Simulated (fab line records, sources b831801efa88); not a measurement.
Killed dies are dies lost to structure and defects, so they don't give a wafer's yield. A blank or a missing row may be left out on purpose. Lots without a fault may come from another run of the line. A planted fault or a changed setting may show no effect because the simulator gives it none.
Which tool did it? | flow gf180mcu | 13 lots, 39 wafers sampled, at 6 steps of a route of 602

WHAT THE GAUGES READ, wafer by wafer
GF_POLY_GATE_OVL_MEAS_11.
lot  | measured     | on         | POLY_GATE_OVL (nm)
L292 | day 9 09:08  | overlay-01 | 1 -7 3
L294 | day 9 15:29  | overlay-02 | 3 -1 0
L295 | day 9 20:29  | overlay-02 | 2 4 -3
L296 | day 10 01:59 | overlay-01 | 2 5 3
L297 | day 10 14:20 | overlay-01 | 4 12 8
L298 | day 10 22:44 | overlay-01 | -1 -10 -6
L299 | day 11 10:50 | overlay-02 | 7 3 -1
L300 | day 11 21:26 | overlay-01 | -5 1 4
L301 | day 11 23:23 | overlay-01 | -7 -5 -4
L302 | day 12 10:13 | overlay-01 | -2 -1 -3
L303 | day 12 20:43 | overlay-01 | 2 -1 -1
L304 | day 13 03:08 | overlay-01 | 0 3 3
L305 | day 13 14:20 | overlay-02 | 2 0 5

GF_HV_LDD_TW_MEAS_38.
lot  | measured     | on            | HV_LDD_3_TW
L292 | day 11 18:32 | film_metro-03 | 1452 1450 1450
L294 | day 12 01:28 | film_metro-02 | 1404 1414 1408
L295 | day 12 09:02 | film_metro-01 | 1421 1425 1422
L296 | day 12 12:22 | film_metro-02 | 1410 1410 1420
L297 | day 13 01:58 | film_metro-01 | 1431 1438 1429
L298 | day 13 11:20 | film_metro-01 | 1428 1428 1434
L299 | day 13 23:19 | film_metro-01 | 1433 1425 1430
L300 | day 14 12:01 | film_metro-03 | 1453 1447 1449
L301 | day 14 13:46 | film_metro-01 | 1427 1428 1432
L302 | day 15 01:16 | film_metro-02 | 1305 1304 1302
L303 | day 15 13:02 | film_metro-03 | 1329 1326 1332
L304 | day 15 20:02 | film_metro-01 | 1307 1309 1314
L305 | day 16 08:04 | film_metro-01 | 1312 1309 1314

GF_HV_LDD_OVL_MEAS_47.
lot  | measured     | on         | HV_LDD_03_OVL (nm)
L292 | day 12 13:02 | overlay-01 | 0.7 0.4 0.8
L294 | day 12 20:22 | overlay-02 | 0.5 1.0 -0.6
L295 | day 13 03:41 | overlay-02 | -1.5 -1.6 -0.4
L296 | day 13 07:41 | overlay-02 | 0.1 -0.1 1.7
L297 | day 13 22:11 | overlay-02 | -1.7 -0.7 0.5
L298 | day 14 07:47 | overlay-01 | -3.1 -0.4 -2.4
L299 | day 14 20:26 | overlay-01 | 0.6 1.8 1.7
L300 | day 15 08:20 | overlay-01 | 1.2 1.0 1.7
L301 | day 15 10:37 | overlay-01 | 1.1 1.5 0.7
L302 | day 15 22:19 | overlay-02 | -1.6 -1.5 0.9
L303 | day 16 10:49 | overlay-01 | 1.6 -1.0 3.1
L304 | day 16 18:26 | overlay-01 | -2.3 -1.9 -0.4
L305 | day 17 06:34 | overlay-02 | 0.5 3.0 0.5

GF_HV_LDD_RS_MEAS_53: measures by four-point-probe.
lot  | measured     | on            | HV_LDD_RS (ohm/sq)
L292 | day 12 13:33 | film_metro-02 | 418.5 418.8 417.8
L294 | day 12 20:50 | film_metro-03 | 418.0 419.6 419.5
L295 | day 13 04:10 | film_metro-03 | 418.0 419.0 418.7
L296 | day 13 08:16 | film_metro-01 | 420.1 419.6 420.0
L297 | day 13 22:38 | film_metro-03 | 417.7 417.1 418.9
L298 | day 14 08:17 | film_metro-02 | 418.4 418.2 418.1
L299 | day 14 20:55 | film_metro-02 | 418.3 416.6 418.0
L300 | day 15 08:49 | film_metro-01 | 417.6 418.2 418.9
L301 | day 15 11:05 | film_metro-01 | 419.6 420.3 419.9
L302 | day 15 22:47 | film_metro-02 | - - -
L303 | day 16 11:17 | film_metro-01 | - - -
L304 | day 16 18:56 | film_metro-02 | - - -
L305 | day 17 07:02 | film_metro-02 | - - -

WHICH TOOL RAN EACH LOT (tool, then ch and the chambers of the sampled wafers, then the start)
lot  | GF_POLY_GATE_STRIP_14                | GF_HV_LDD_IMPLANT_33
L292 | plasma_asher-02 ch 0,1, day 9 09:18  | implanter-03 ch 0, day 11 17:53
L294 | plasma_asher-04 ch 0,1, day 9 15:39  | implanter-02 ch 0, day 12 00:46
L295 | plasma_asher-02 ch 0,1, day 9 20:37  | implanter-03 ch 0, day 12 05:14
L296 | plasma_asher-02 ch 0,1, day 10 02:07 | implanter-03 ch 0, day 12 11:40
L297 | plasma_asher-03 ch 0,1, day 10 14:28 | implanter-02 ch 0, day 13 01:16
L298 | plasma_asher-03 ch 0,1, day 10 22:54 | implanter-01 ch 0, day 13 10:40
L299 | plasma_asher-04 ch 0,1, day 11 10:58 | implanter-02 ch 0, day 13 22:38
L300 | plasma_asher-03 ch 0, day 11 21:34   | implanter-03 ch 0, day 14 11:20
L301 | plasma_asher-03 ch 0,1, day 11 23:31 | implanter-01 ch 0, day 14 13:04
L302 | plasma_asher-03 ch 0,1, day 12 10:22 | implanter-01 ch 0, day 15 00:34
L303 | plasma_asher-04 ch 0,1, day 12 20:52 | implanter-02 ch 0, day 15 12:20
L304 | plasma_asher-02 ch 0,1, day 13 03:18 | implanter-03 ch 0, day 15 19:22
L305 | plasma_asher-04 ch 0,1, day 13 14:28 | implanter-02 ch 0, day 16 07:22
- GF_POLY_GATE_STRIP_14: strips in O2/N2.
- GF_HV_LDD_IMPLANT_33

WHAT THE TOOLS THEMSELVES READ (means of the sampled wafers that have a number; where no wafer has one, the mark that the record gives instead)
GF_POLY_GATE_STRIP_14.
lot  | tool            | drypump_motor_current_A (A) | heater_power_w (W) | oes_product_au (a.u.)
L292 | plasma_asher-02 | 5.5                         | 346                | 0.506
L294 | plasma_asher-04 | 5.4                         | 324                | 0.508
L295 | plasma_asher-02 | 5.5                         | 349                | 0.506
L296 | plasma_asher-02 | 5.5                         | 350                | 0.504
L297 | plasma_asher-03 | 5.0                         | 317                | 0.503
L298 | plasma_asher-03 | 4.9                         | 317                | 0.497
L299 | plasma_asher-04 | 5.7                         | 310                | 0.507
L300 | plasma_asher-03 | 4.6                         | 313                | 0.503
L301 | plasma_asher-03 | 5.0                         | 313                | 0.508
L302 | plasma_asher-03 | 5.0                         | 321                | 0.500
L303 | plasma_asher-04 | 5.7                         | 311                | 0.506
L304 | plasma_asher-02 | 5.5                         | 351                | 0.504
L305 | plasma_asher-04 | 5.7                         | 313                | 0.505

THE ANSWER, worked out from the rows above alone
Rule: what is usual is taken from the lots themselves. Put in order of their means at a reading, lots are off if they are a third of the lots or fewer, leave a main group of 4 or more, and stand apart from it by a gap of 3 or more times the standard deviation of the main group's means; of several such gaps the widest counts. A main group whose means are all the same, to the digits that the tables above print for the reading, isn't used. A lot without any number at a reading at which 4 lots or more have one is off too. The other lots that the step has rows for count as sound. The gauges are gone through in route order, then the tools' own readings, and for those a lot's mean is taken as printed above. The first step at which some lot is off is used, and at that step the reading that is off furthest; a lot without a number counts as furthest.
Off: L302, L303, L304, L305, at GF_HV_LDD_TW_MEAS_38 (HV_LDD_3_TW). The main group: mean 1430, standard deviation 13.
A tool fits if, at a process step before that reading, it ran every lot that is off, and no sound lot after the first of them. The gauges at GF_HV_LDD_TW_MEAS_38 are tried like those tools. None of those tried fits.

WHAT THE SIMULATOR HAD PUT IN
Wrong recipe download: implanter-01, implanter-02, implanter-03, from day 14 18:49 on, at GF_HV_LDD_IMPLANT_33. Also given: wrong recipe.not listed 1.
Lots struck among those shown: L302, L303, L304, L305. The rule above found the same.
